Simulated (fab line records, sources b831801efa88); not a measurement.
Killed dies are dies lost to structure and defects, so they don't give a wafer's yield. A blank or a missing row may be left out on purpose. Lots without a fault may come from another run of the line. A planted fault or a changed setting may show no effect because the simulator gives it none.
fab line records | flow sky130
record lots=6 wafers=18 last_day=50
route steps=708 shown POLY_GATE@218 PAD_OPEN@708
lots that met no fault: from a run of the same line without faults
start_h: hours from the record's first day to the start of the lot's first wafer shown | wait_h: hours since the lot's step before | " the same as in the row above | L1.1+2: a row that stands for several wafers | - no value, or no start given | * or withheld: withheld | < > ~ a bound
route shown NAME@n: a module of which the file shows steps, and the number in the route of the first | usual: mean/standard deviation of fault-free wafers | same: alike in all rows | chamber/n: place in a boat | sites: the reading at each site | _std_site: their standard deviation | _edge_site: outer sites' mean less inner sites' | radius_mm: how far each site lies from the wafer's centre | mask NAME#n: copy n | behind: the tool/chamber that last shaped the wafer | hold: why the lot was held/for how many hours/how that ended | device: the transistor (n, p or np) that didn't switch | end of line: the same wafers' tests at the end of the route | a step without rows: its recipe alone | killed: dies lost to structure and defects at the first sort, not the wafer's yield | map: a wafer's dies, x killed, . not, _ none there
set.NAME: the setting as run; set.NAME@STEP: as run at that earlier step | model.NAME: the simulator's own value behind a step, which no gauge read
lots at some steps of the route; a table a step, a row a wafer
services: from which hour (start_h, from the record's first day; less than 0 if before it) a tool's chamber was out of use, for how many hours, and why
## steps
# step SKY_POLY_GATE_THK_MEAS_04
# recipe reads=Si3N4_of_POLY_GATE_CVD_03
# usual POLY_GATE_CVD_03_THK=75.0/0.73
# columns lot.wafer tool chamber start_h wait_h POLY_GATE_CVD_03_THK[nm]
L561.1 film_metro-03 - 359.84 0.0 75.2
L561.5 " - " " 75.2
L561.6 " - " " 75.0
L566.1 film_metro-03 - 408.96 0.0 75.8
L566.3 " - " " 75.4
L566.6 " - " " 74.5
L567.1 film_metro-01 - 415.42 0.0 74.9
L567.3 " - " " 75.3
L567.4 " - " " 75.2
L577.2 film_metro-03 - 496.73 0.0 73.9
L577.4 " - " " 74.1
L577.5 " - " " 73.9
L579.1 film_metro-02 - 513.78 0.0 73.8
L579.5 " - " " 74.3
L579.6 " - " " 73.7
L581.1 film_metro-01 - 529.11 0.0 74.6
L581.4 " - " " 74.4
L581.5 " - " " 74.8
# step SKY_POLY_GATE_DEHYDRATE_05
# recipe temp_c=200 time_s=60
# step SKY_POLY_GATE_HMDS_06
# recipe prime_time_s=60 prime_temp_c=120
# step SKY_POLY_GATE_COAT_07
# recipe resist=BARC temp_c=withheld time_s=withheld spin_rpm=3000 resist_thk_nm=110
# step SKY_POLY_GATE_COAT_08
# recipe resist=KrF-thick spin_rpm=3000 resist_thk_nm=441.2
# step SKY_POLY_GATE_SOFTBAKE_09
# recipe temp_c=100 time_s=90 resist=KrF-thick
# step SKY_POLY_GATE_EXPOSE_10
# recipe mask_id=P1M na=0.68 source_shape=conventional sigma_outer=0.6 target_cd_nm=150 dose_mj=28
# step SKY_POLY_GATE_PEB_11
# recipe peb_temp_c=withheld peb_time_s=withheld resist=KrF-thick
# step SKY_POLY_GATE_DEVELOP_12
# recipe develop_time_s=60 resist=KrF-thick dev_temp_c=21
# step SKY_POLY_GATE_CD_MEAS_13
# recipe target_cd_nm=150
# usual cd_nm=150.1/1.4
# columns lot.wafer tool chamber start_h wait_h cd_nm
L561.1 cd_sem-01 - 387.10 - 148.3
L561.5 " - " " 148.2
L561.6 " - " " 148.2
L566.1 cd_sem-02 - 439.59 - 150.4
L566.3 " - " " 150.6
L566.6 " - " " 151.0
L567.1 cd_sem-02 - 445.79 - 151.2
L567.3 " - " " 150.1
L567.4 " - " " 150.4
L577.2 cd_sem-02 - 527.46 - 149.0
L577.4 " - " " 148.8
L577.5 " - " " 148.7
L579.1 cd_sem-01 - 544.07 - 152.9
L579.5 " - " " 153.1
L579.6 " - " " 153.5
L581.1 cd_sem-02 - 559.12 - 151.8
L581.4 " - " " 151.1
L581.5 " - " " 150.4
# step SKY_POLY_GATE_OVL_MEAS_14
# usual POLY_GATE_OVL=2/5.8
# columns lot.wafer tool chamber start_h wait_h POLY_GATE_OVL[nm]
L561.1 overlay-01 - 387.22 0.1 3
L561.5 " - " " 12
L561.6 " - " " 1
L566.1 overlay-02 - 439.71 0.1 8
L566.3 " - " " 8
L566.6 " - " " 0
L567.1 overlay-01 - 445.91 0.1 5
L567.3 " - " " -5
L567.4 " - " " 5
L577.2 overlay-01 - 527.57 0.1 2
L577.4 " - " " 2
L577.5 " - " " 3
L579.1 overlay-02 - 544.19 0.1 4
L579.5 " - " " -8
L579.6 " - " " 3
L581.1 overlay-02 - 559.24 0.1 0
L581.4 " - " " 10
L581.5 " - " " 3
# step SKY_POLY_GATE_ETCH_15
# recipe chemistry=N2/H2 target=BARC ion_energy_ev=194.4 source_w=500 bias_w=100 pressure_mtorr=30 n2_flow_sccm=100 h2_flow_sccm=200 stop_on=SiO2 time_s=118.5 target_depth_a=1100
# usual bias_w=100.0/0.33 drypump_motor_current_A=5.6/0.36 oes_product_au=0.715/0.0052 rf_fwd_power_W=497.3/1.9 throttle_valve_pct=13.212/0.0095
# columns lot.wafer tool chamber start_h wait_h bias_w drypump_motor_current_A oes_product_au rf_fwd_power_W rf_hours_counter_h throttle_valve_pct
L561.1 rie_diel-03 1 387.26 0.0 99.4 5.6 0.717 495.1 17 13.217
L561.5 " 0 " " 99.5 5.1 0.718 496.8 - 13.214
L561.6 " 3 " " 100.1 5.4 0.720 495.3 - 13.215
L566.1 rie_diel-01 0 439.75 0.0 99.7 5.7 0.722 497.7 6 13.203
L566.3 " 2 " " 100.5 5.9 0.710 497.5 6 13.208
L566.6 " 3 " " 99.0 5.6 0.713 497.9 - 13.199
L567.1 rie_diel-01 0 445.95 0.0 99.5 5.7 0.710 498.3 6 13.218
L567.3 " 3 " " 99.8 5.6 0.711 495.1 6 13.206
L567.4 " 1 " " 100.0 4.8 0.710 494.1 97 13.219
L577.2 rie_diel-02 2 527.60 0.0 100.0 5.7 0.721 494.7 56 13.207
L577.4 " 3 " " 100.4 5.0 0.711 497.7 21 13.207
L577.5 " 2 " " 100.3 5.7 0.706 498.6 - 13.218
L579.1 rie_diel-03 0 544.22 0.0 100.0 5.1 0.722 495.9 27 13.211
L579.5 " 0 " " 100.4 5.0 0.724 496.4 - 13.227
L579.6 " 1 " " 100.3 5.6 0.719 496.2 - 13.200
L581.1 rie_diel-01 0 559.27 0.0 100.6 5.7 0.715 500.6 8 13.204
L581.4 " 1 " " 100.1 4.8 0.709 492.7 1 13.194
L581.5 " 0 " " 100.2 5.7 0.701 498.4 - 13.210
# step SKY_POLY_GATE_ETCH_16
# recipe stop_on=poly-Si chemistry=CH3F/O2 target=Si3N4 source_w=400 bias_w=80 pressure_mtorr=25 ch3f_flow_sccm=40 O2_flow_sccm=30 time_s=147.5 target_depth_a=750
# usual bias_w=80.00/0.23 drypump_motor_current_A=5.5/0.36 oes_product_au=0.640/0.0051 rf_fwd_power_W=398.4/1.4 throttle_valve_pct=10.535/0.01
# columns lot.wafer tool chamber start_h wait_h bias_w drypump_motor_current_A oes_product_au rf_fwd_power_W rf_hours_counter_h throttle_valve_pct model.KrF-thick_of_POLY_GATE_COAT_08.thk_nm
L561.1 rie_diel-03 1 387.34 0.0 80.48 5.6 0.646 398.4 17 10.550 228.8
L561.5 " 0 " " 80.13 5.1 0.644 397.3 - 10.516 229.9
L561.6 " 3 " " 79.89 5.4 0.639 399.0 - 10.541 230.6
L566.1 rie_diel-01 0 439.83 0.0 79.86 5.7 0.645 335.3 6 10.523 228.4
L566.3 " 2 " " 80.02 5.8 0.638 334.6 6 10.539 229
L566.6 " 3 " " 80.18 5.6 0.645 332.6 - 10.549 232.1
L567.1 rie_diel-01 0 446.03 0.0 80.00 5.7 0.640 335.6 6 10.515 231
L567.3 " 3 " " 80.11 5.6 0.644 334.3 6 10.535 236.4
L567.4 " 1 " " 79.85 4.9 0.639 332.4 97 10.539 236.5
L577.2 rie_diel-02 2 527.68 0.0 79.75 5.7 0.638 400.4 56 10.546 228.5
L577.4 " 3 " " 80.08 5.0 0.634 399.5 21 10.522 229
L577.5 " 2 " " 79.89 5.7 0.635 399.4 - 10.536 230.8
L579.1 rie_diel-03 0 544.30 0.0 79.91 5.1 0.632 394.9 27 10.534 228.2
L579.5 " 0 " " 79.87 5.1 0.637 397.2 - 10.522 228.6
L579.6 " 1 " " 80.25 5.6 0.641 397.5 - 10.552 229.3
L581.1 rie_diel-01 0 559.35 0.0 80.10 5.7 0.646 397.4 8 10.525 222.6
L581.4 " 1 " " 80.04 4.9 0.638 396.0 1 10.559 227.7
L581.5 " 0 " " 80.10 5.7 0.637 398.2 - 10.540 222.1
# step SKY_POLY_GATE_ETCH_17
# recipe target_depth_nm=180 stop_on=SiO2 over_etch_frac=0.56667 chemistry=HBr/Cl2 target=poly-Si icp_w=400 bias_w=100 pressure_mtorr=10 HBr_flow_sccm=150 Cl2_flow_sccm=50 time_s=70.5
# usual bias_w=100.02/0.29 drypump_motor_current_A=5.65/0.24 mfc_cl2_sccm=50.00/0.14 oes_product_au=0.981/0.0067 rf_fwd_power_W=397.3/1.3 throttle_valve_pct=33.685/0.0089
# columns lot.wafer tool chamber start_h wait_h bias_w drypump_motor_current_A mfc_cl2_sccm oes_product_au rf_fwd_power_W rf_hours_counter_h throttle_valve_pct model.KrF-thick_of_POLY_GATE_COAT_08.thk_nm
L561.1 rie_si-01 1 387.44 0.0 100.40 5.76 49.90 0.986 398.7 72 33.678 136.8
L561.5 " 0 " " 100.24 5.42 49.95 0.977 396.7 - 33.682 138.2
L561.6 " 1 " " 100.16 5.74 50.18 0.989 398.1 - 33.680 137.7
L566.1 rie_si-01 3 439.93 0.0 100.15 5.76 49.99 0.990 397.5 10 33.688 135.2
L566.3 " 0 " " 99.61 5.41 49.85 0.985 396.8 2 33.693 136.7
L566.6 " 3 " " 99.65 5.77 50.06 0.979 399.7 - 33.692 138.5
L567.1 rie_si-01 0 446.13 0.0 100.10 5.37 50.14 0.979 397.9 3 33.675 138.4
L567.3 " 3 " " 99.90 5.77 50.07 0.979 396.7 10 33.697 143.1
L567.4 " 3 " " 100.06 5.77 49.90 0.996 395.7 - 33.679 143.3
L577.2 rie_si-02 1 527.78 0.0 100.62 6.40 49.91 0.986 398.4 2 33.693 134.4
L577.4 " 2 " " 100.73 5.53 49.95 0.967 398.8 2 33.684 137.1
L577.5 " 2 " " 100.46 5.53 50.22 0.976 396.1 - 33.693 138.2
L579.1 rie_si-01 1 544.40 0.0 100.24 5.75 49.94 0.986 396.0 0 33.673 134.2
L579.5 " 1 " " 100.10 5.75 49.95 0.988 397.3 - 33.681 135.8
L579.6 " 0 " " 100.11 5.43 49.84 0.979 396.2 - 33.683 136.5
L581.1 rie_si-02 2 559.45 0.0 99.91 5.56 50.02 0.980 397.0 2 33.680 129.7
L581.4 " 1 " " 99.48 6.38 50.07 0.977 396.0 3 33.679 134.1
L581.5 " 1 " " 99.40 6.38 49.91 0.990 396.3 - 33.691 127.9
# step SKY_POLY_GATE_STRIP_18
# recipe chemistry=O2/N2 power_w=1400 pressure_mtorr=1500 platen_temp_c=withheld o2_flow_sccm=3000 n2_flow_sccm=300 overash_fraction=0.5
# usual drypump_motor_current_A=5.4/0.46 oes_product_au=0.358/0.0047 strip_time_to_endpoint_s=3.10/0.031
# same overash_fraction=0.5
# columns lot.wafer tool chamber start_h wait_h drypump_motor_current_A oes_product_au rf_hours_counter_h strip_time_to_endpoint_s
L561.1 plasma_asher-02 1 387.49 0.0 4.7 0.359 70 3.13
L561.5 " 1 " " 4.7 0.368 - 3.15
L561.6 " 0 " " 5.8 0.363 - 3.17
L566.1 plasma_asher-04 0 439.99 0.0 5.7 0.356 63 3.13
L566.3 " 0 " " 5.6 0.356 - 3.14
L566.6 " 0 " " 5.6 0.357 - 3.14
L567.1 plasma_asher-02 0 446.19 0.0 5.8 0.362 76 3.16
L567.3 " 1 " " 4.7 0.361 - 3.20
L567.4 " 0 " " 5.9 0.363 - 3.22
L577.2 plasma_asher-03 0 527.83 0.0 6.0 0.362 8 3.09
L577.4 " 1 " " 5.5 0.351 - 3.12
L577.5 " 1 " " 5.6 0.356 - 3.15
L579.1 plasma_asher-03 0 544.46 0.0 6.0 0.365 9 3.10
L579.5 " 1 " " 5.6 0.353 - 3.10
L579.6 " 0 " " 6.0 0.362 - 3.12
L581.1 plasma_asher-03 0 559.51 0.0 5.9 0.355 11 3.05
L581.4 " 0 " " 6.0 0.356 - 3.11
L581.5 " 0 " " 6.0 0.355 - 3.04
# step SKY_PAD_OPEN_PROBE_99
# usual killed_at_M0_to_M3=44/7.1 killed_at_M4_up=3.1/1.9 killed_at_contacts=25/5.8 killed_at_front_end=16/4.5 killed_at_other=0.3/0.52 killed_dies=88/9.1 killed_on_rim=17/4 killed_open=48/6.8 killed_short=39/5.8
# same gross_dies=492 killed_at_back_side=0
# columns lot.wafer tool chamber start_h wait_h killed_at_M0_to_M3 killed_at_M4_up killed_at_contacts killed_at_front_end killed_at_other killed_dies killed_on_rim killed_open killed_short
L561.1 prober-01 - 1089.91 0.1 35 5 21 18 0 79 10 47 32
L561.5 prober-01 - 1090.11 0.2 49 2 22 19 0 92 18 53 36
L561.6 prober-01 - 1090.16 0.2 41 4 19 18 0 82 18 42 39
L567.1 prober-02 - 1138.00 0.1 60 1 18 12 0 91 14 58 33
L567.3 prober-02 - 1138.10 0.2 42 8 23 19 0 92 17 47 45
L567.4 prober-02 - 1138.15 0.2 55 2 23 19 0 99 26 55 43
L577.2 prober-01 - 1176.62 0.1 48 3 25 16 0 92 24 47 45
L577.4 prober-01 - 1176.72 0.2 51 1 25 18 0 95 22 58 36
L577.5 prober-01 - 1176.77 0.2 42 6 24 14 0 86 20 54 32
L581.1 prober-01 - 1196.02 0.1 45 2 25 21 0 93 16 42 51
L581.4 prober-01 - 1196.17 0.2 38 3 41 16 0 98 21 65 32
L581.5 prober-01 - 1196.22 0.2 50 3 30 19 0 102 18 51 51
# killed by level:class
L561.1 VIA1:geometric_particle:open=10 CONTACT:geometric_particle:open=10 CONTACT:geometric_particle:short=5 VIA2:geometric_particle:open=5 FIELD_ISO:geometric_particle:short=4 POLY_GATE:geometric_particle:open=4 POLY_GATE:geometric_particle:short=4 LI_CONTACT:geometric_particle:open=4
L561.5 CONTACT:geometric_particle:open=11 METAL2:geometric_particle:short=11 VIA2:geometric_particle:open=9 VIA1:geometric_particle:open=8 VIA3:geometric_particle:open=7 FIELD_ISO:geometric_particle:open=5 VIA3:geometric_particle:short=5 LI_CONTACT:geometric_particle:open=4
L561.6 VIA1:geometric_particle:open=7 METAL1:geometric_particle:short=7 VIA3:geometric_particle:open=6 LI_CONTACT:geometric_particle:open=5 CONTACT:geometric_particle:open=5 POLY_GATE:geometric_particle:open=4 VIA1:geometric_particle:short=4 CONTACT:geometric_particle:short=4
L567.1 VIA1:geometric_particle:open=23 CONTACT:geometric_particle:open=11 VIA2:geometric_particle:open=7 METAL2:geometric_particle:short=7 FIELD_ISO:geometric_particle:open=4 POLY_GATE:geometric_particle:short=4 METAL1:geometric_particle:short=4 VIA3:geometric_particle:open=4
L567.3 VIA1:geometric_particle:open=8 CONTACT:geometric_particle:open=7 METAL4:geometric_particle:short=7 VIA2:geometric_particle:open=6 LI_CONTACT:geometric_particle:open=6 FIELD_ISO:geometric_particle:open=5 FIELD_ISO:geometric_particle:short=5 CONTACT:geometric_particle:short=5
L567.4 VIA1:geometric_particle:open=15 VIA3:geometric_particle:open=11 VIA1:geometric_particle:short=9 LI_CONTACT:geometric_particle:open=7 METAL2:geometric_particle:short=6 FIELD_ISO:geometric_particle:short=5 FIELD_ISO:geometric_particle:open=5 LOCAL_INTERCONNECT:geometric_particle:short=5
L577.2 CONTACT:geometric_particle:open=13 VIA1:geometric_particle:open=10 METAL2:geometric_particle:short=9 VIA3:geometric_particle:open=8 METAL1:geometric_particle:short=6 VIA1:geometric_particle:short=6 FIELD_ISO:geometric_particle:short=5 POLY_GATE:geometric_particle:short=4
L577.4 VIA1:geometric_particle:open=17 CONTACT:geometric_particle:open=9 METAL1:geometric_particle:short=7 FIELD_ISO:geometric_particle:open=6 LI_CONTACT:geometric_particle:open=6 VIA1:geometric_particle:short=6 VIA3:geometric_particle:open=6 CONTACT:geometric_particle:short=5
L577.5 VIA3:geometric_particle:open=15 CONTACT:geometric_particle:open=11 VIA1:geometric_particle:open=10 LI_CONTACT:geometric_particle:open=7 VIA1:geometric_particle:short=5 METAL4:geometric_particle:short=5 FIELD_ISO:geometric_particle:open=4 LOCAL_INTERCONNECT:geometric_particle:short=4
L581.1 VIA1:geometric_particle:open=10 METAL1:geometric_particle:short=8 FIELD_ISO:geometric_particle:open=7 FIELD_ISO:geometric_particle:short=6 CONTACT:geometric_particle:open=6 LI_CONTACT:geometric_particle:open=5 LI_CONTACT:geometric_particle:short=5 LOCAL_INTERCONNECT:geometric_particle:short=5
L581.4 CONTACT:geometric_particle:open=17 VIA1:geometric_particle:open=12 LI_CONTACT:geometric_particle:open=11 CONTACT:geometric_particle:short=7 POLY_GATE:geometric_particle:open=6 LOCAL_INTERCONNECT:geometric_particle:short=5 METAL2:geometric_particle:short=5 VIA3:geometric_particle:open=5
L581.5 VIA1:geometric_particle:open=14 METAL2:geometric_particle:short=9 CONTACT:geometric_particle:open=8 FIELD_ISO:geometric_particle:short=6 LI_CONTACT:geometric_particle:short=6 LI_CONTACT:geometric_particle:open=6 LOCAL_INTERCONNECT:geometric_particle:short=6 VIA1:geometric_particle:short=5
## services
# columns tool chamber start_h hours kind
rie_si-01 2 380.96 3.7 repair
rie_diel-01 - 396.19 1.0 repair
rie_diel-02 2 402.68 3.6 repair
rie_diel-03 - 402.86 0.9 repair
rie_si-02 0 405.33 7.5 repair
plasma_asher-03 - 421.28 9.0 pm
rie_si-02 - 431.96 28.1 pm
rie_si-01 1 439.26 2.5 repair
plasma_asher-02 - 442.47 2.1 repair
plasma_asher-02 - 452.42 1.6 repair
plasma_asher-04 - 471.13 0.5 repair
rie_diel-01 2 472.39 10.8 repair
plasma_asher-03 - 473.48 14.6 pm
rie_diel-01 0 484.43 6.8 repair
rie_diel-01 3 487.15 14.9 repair
plasma_asher-03 - 488.21 2.8 repair
rie_diel-01 0 493.83 9.9 repair
rie_diel-02 3 503.11 4.9 repair
rie_diel-02 2 518.10 6.9 repair
rie_diel-03 3 528.59 7.3 repair
rie_diel-02 - 534.46 18.6 repair
rie_si-02 - 541.72 15.6 pm
rie_diel-01 - 541.82 2.8 pm
rie_si-01 1 556.12 6.2 repair
## key
first_sign step=SKY_POLY_GATE_ETCH_16 reading=rf_fwd_power_W direction=down sigmas=46 usual=398.4 struck=334.1
effect none on later readings
model_effect step=SKY_POLY_GATE_ETCH_16 value=KrF-thick_of_POLY_GATE_COAT_08.thk_nm without=225.3 struck=232.2
model_effect step=SKY_POLY_GATE_ETCH_17 value=KrF-thick_of_POLY_GATE_COAT_08.thk_nm without=132.2 struck=139.2
met_at SKY_POLY_GATE_ETCH_16
struck_wafers L566.1,L566.3,L566.6,L567.1,L567.3,L567.4
tester_left_out L566,L567
fault kind=process_parameter_drift tool=rie_diel-01 chamber=- onset_h=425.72 steps=SKY_POLY_GATE_ETCH_16 channel=source_w offset=-64 shape=step end_h=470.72 acts_in=these_recipes_only stated=400
# tester_left_out: of these lots the tester's yield and bins aren't shown, on N5 and GAA mostly nor the transistor test; their killed dies are dies lost to structure and defects alone, not to doping, threshold or leakage, so they don't give the yield
